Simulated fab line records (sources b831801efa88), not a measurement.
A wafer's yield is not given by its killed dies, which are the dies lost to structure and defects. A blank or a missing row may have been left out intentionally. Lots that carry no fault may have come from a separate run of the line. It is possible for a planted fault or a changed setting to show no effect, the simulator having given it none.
A lot that was struck, set against a sound lot :: flow sky130 :: 33 out of 708 route steps
Sound: wafers L675.3, L675.5, L675.6. Wafers L665.3, L665.4, L665.6 were the ones struck. At the end, the cause is stated.
At each step with rows: each side's tool, then ch and its chambers, then its first start. Under that, the readings that differ: sound wafers :: struck wafers :: difference of the means :: sigmas: that difference in standard deviations of wafers without a fault.
alike: a reading whose means differ by less than 2 such deviations, as well as words and numbers matching on both sides. not compared: withheld readings; readings where some wafer has no value; bounds like >300 that might hide an equal value; numbers whose values overlap and for which the record gives no deviation.
Wherever a step has rows on one side only, a row that says differs or no value, or a row with sigmas, the two part there. Numbers that have no deviation but don't overlap get no sigmas and don't part them. A reading missing from all wafers of one side parts the sides only when that side holds two or more wafers.

first, 9 steps without rows for these wafers: SKY_NWELL_DEHYDRATE_16 (time 60 s); SKY_NWELL_HMDS_17 (prime time 60 s); SKY_NWELL_COAT_18 (resist thk 3000 nm); SKY_NWELL_SOFTBAKE_19; SKY_NWELL_EXPOSE_20 (exposes mask NWM COMPLEMENT, target cd 840 nm); SKY_NWELL_PEB_21; SKY_NWELL_DEVELOP_22 (develop time 60 s); SKY_NWELL_IMPLANT_24; SKY_NWELL_STRIP_25 (strips in O2/N2).
SKY_NWELL_CLEAN_27: cleans in SC1/SC2, time 150 s.
  sound on wet-bench-02 ch 1, day 9 07:55; struck on wet-bench-02 ch 3, day 7 02:13
  no value came back on the struck wafers for bath-guard-temp-C (C), bath-heat-duty-pct (%); on the sound wafers bath-guard-temp-C (C) reads 70.1 70.1 70.0
  not compared: model.SiO2_of_NWELL_OXIDATION_01.thk-nm
then, 21 steps without rows for these wafers: SKY_NWELL_RTA_28 (time 30 s); SKY_VT_ADJUST_HVTP_DEHYDRATE_00 (time 60 s); SKY_VT_ADJUST_HVTP_HMDS_01 (prime time 60 s); SKY_VT_ADJUST_HVTP_COAT_02 (resist thk 1140 nm); SKY_VT_ADJUST_HVTP_SOFTBAKE_03 (time 60 s); SKY_VT_ADJUST_HVTP_EXPOSE_04 (exposes mask HVTPM, target cd 380 nm); SKY_VT_ADJUST_HVTP_PEB_05; SKY_VT_ADJUST_HVTP_DEVELOP_06 (develop time 60 s); SKY_VT_ADJUST_HVTP_IMPLANT_09; SKY_VT_ADJUST_HVTP_STRIP_10 (strips in O2/N2); SKY_VT_ADJUST_LVTN_DEHYDRATE_00 (time 60 s); SKY_VT_ADJUST_LVTN_HMDS_01 (prime time 60 s); SKY_VT_ADJUST_LVTN_COAT_02 (resist thk 3000 nm); SKY_VT_ADJUST_LVTN_SOFTBAKE_03; SKY_VT_ADJUST_LVTN_EXPOSE_04 (exposes mask NWM COMPLEMENT LESS NATIVE, target cd 840 nm); SKY_VT_ADJUST_LVTN_PEB_05; SKY_VT_ADJUST_LVTN_DEVELOP_06 (develop time 60 s); SKY_VT_ADJUST_LVTN_IMPLANT_08; SKY_VT_ADJUST_LVTN_STRIP_09 (strips in O2/N2); SKY_VT_ADJUST_LVTN_DEHYDRATE_11 (time 60 s); SKY_VT_ADJUST_LVTN_HMDS_12 (prime time 60 s).
-- a jump in the record: the struck wafers' starts before and after are 8 days apart (it breaks off in module VT_ADJUST_LVTN and resumes in module SONOS_ONO, where the first step shown is number 183 of the route) --
SKY_SONOS_ONO_ETCH_15: etches the open film in CHF3/O2, target depth 19.52 nm, time 7.8 s.
  sound on rie-diel-01 ch 0,3, day 18 04:31; struck on rie-diel-02 ch 1,2, day 15 01:43
  alike: drypump-motor-current-A, oes-product-au, throttle-valve-pct
  not compared: rf-hours-counter-h, model.SiO2_of_NWELL_OXIDATION_01.thk-nm
-- a jump in the record: the struck wafers' starts before and after are 32 days apart (it breaks off in module SONOS_ONO and resumes in module PAD_OPEN, where the first step shown is number 708 of the route) --
SKY_PAD_OPEN_PROBE_99:
  sound on prober-02, day 49 17:49; struck on prober-01, day 47 13:41
reading: model.etest.cap-thick-oxide.gate-bv-v (V)
sound: 15.86 15.57 16.32
struck: 14.32 13.91 14.34
difference: -1.73
sigmas: 

reading: model.etest.cap-thin-oxide.gate-bv-v (V)
sound: 7.056 6.923 7.211
struck: 6.434 6.328 6.459
difference: -0.656
sigmas: 
  alike: killed_at_M0_to_M3, killed_at_M4_up, killed-at-contacts, killed-at-front-end, killed-at-other, killed-dies, killed-open, killed-short

WHERE THEY PART
Only at SKY_NWELL_CLEAN_27, as far as this record shows. Later steps at which nothing parts them and some readings are alike: SKY_SONOS_ONO_ETCH_15, SKY_PAD_OPEN_PROBE_99.

WHY: whatever the simulator had introduced
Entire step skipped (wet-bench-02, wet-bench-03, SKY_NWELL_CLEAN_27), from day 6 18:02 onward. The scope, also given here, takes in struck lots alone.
